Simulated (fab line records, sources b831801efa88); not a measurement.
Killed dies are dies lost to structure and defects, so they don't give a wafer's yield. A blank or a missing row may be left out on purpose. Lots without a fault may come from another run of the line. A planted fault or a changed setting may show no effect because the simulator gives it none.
Chamber matching | flow gf180mcu | GF_V1_CMP_26 on cmp-01: 4 sister chambers
The step polishes, stops on SiO2, t overpolish 15 s, target thk 0 nm. 16 wafers are shown with their chamber, then 8 later ones without.

WAFERS WITH THEIR CHAMBER
wafer  | chamber | time_to_endpoint_s (s) | motor_current_A (A) | slurry_flow_ml_min
L715.1 | 2       | 91                     | 11.5                | 149.9
L715.3 | 0       | 86                     | 11.3                | 149.6
L715.5 | 2       | 88                     | 10.8                | 149.7
L716.2 | 3       | 82                     | 11.6                | 150.5
L716.3 | 1       | 84                     | 10.8                | 150.6
L716.6 | 2       | 87                     | 11.6                | 149.8
L719.1 | 2       | 89                     | 11.1                | 149.3
L719.2 | 3       | 83                     | 11.7                | 150.6
L719.5 | 2       | 89                     | 11.7                | 150.4
L720.3 | 3       | 82                     | 11.7                | 149.7
L720.5 | 1       | 85                     | 10.4                | 150.3
L720.6 | 2       | 92                     | 10.9                | 150.1
L721.4 | 2       | 89                     | 11.1                | 149.8
L721.5 | 0       | 85                     | 11.0                | 150.2
L721.6 | 1       | 84                     | 11.1                | 149.8
L730.2 | 0       | 87                     | 11.7                | 149.5

SIGNATURES (means of the wafers above)
reading            | chamber 0 | chamber 1 | chamber 2 | chamber 3 | scatter within a chamber
time_to_endpoint_s | 86.00     | 84.33     | 89.29     | 82.33     | 1.32
motor_current_A    | 11.333    | 10.767    | 11.243    | 11.667    | 0.324
slurry_flow_ml_min | 149.767   | 150.233   | 149.857   | 150.267   | 0.387
Rule: a wafer's distance from a chamber is the root of the sum, over the readings, of the square of ((its reading less the chamber's mean) divided by the reading's scatter). The wafer belongs to the nearest chamber; if the next one is less than 2 further off, it can't be placed. The scatter: the root of (the sum of the squares of (reading less its chamber's mean) over the shown wafers, divided by (wafers less chambers)).

WAFERS WITHOUT THEIR CHAMBER
wafer  | time_to_endpoint_s (s) | motor_current_A (A) | slurry_flow_ml_min
L730.4 | 84                     | 11.6                | 150.3
L730.6 | 89                     | 11.7                | 149.4
L734.2 | 87                     | 11.6                | 149.3
L734.3 | 84                     | 10.7                | 149.9
L734.6 | 88                     | 11.3                | 149.9
L736.1 | 86                     | 10.9                | 150.0
L736.3 | 86                     | 11.3                | 150.0
L736.5 | 86                     | 11.3                | 149.9

WHICH CHAMBER EACH WENT THROUGH
wafer  | from the rows above          | in truth
L730.4 | can't be placed: 3 or 0 or 1 | 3
L730.6 | can't be placed: 2 or 0      | 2
L734.2 | can't be placed: 0 or 2      | 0
L734.3 | can't be placed: 1 or 0      | 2
L734.6 | can't be placed: 2 or 0      | 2
L736.1 | can't be placed: 1 or 0 or 2 | 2
L736.3 | can't be placed: 0 or 1 or 2 | 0
L736.5 | can't be placed: 0 or 1      | 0
Placed correctly: 0 of 8. Can't be placed from these rows: 8 (the true chamber is among the candidates in 7). Placed wrongly: 0.
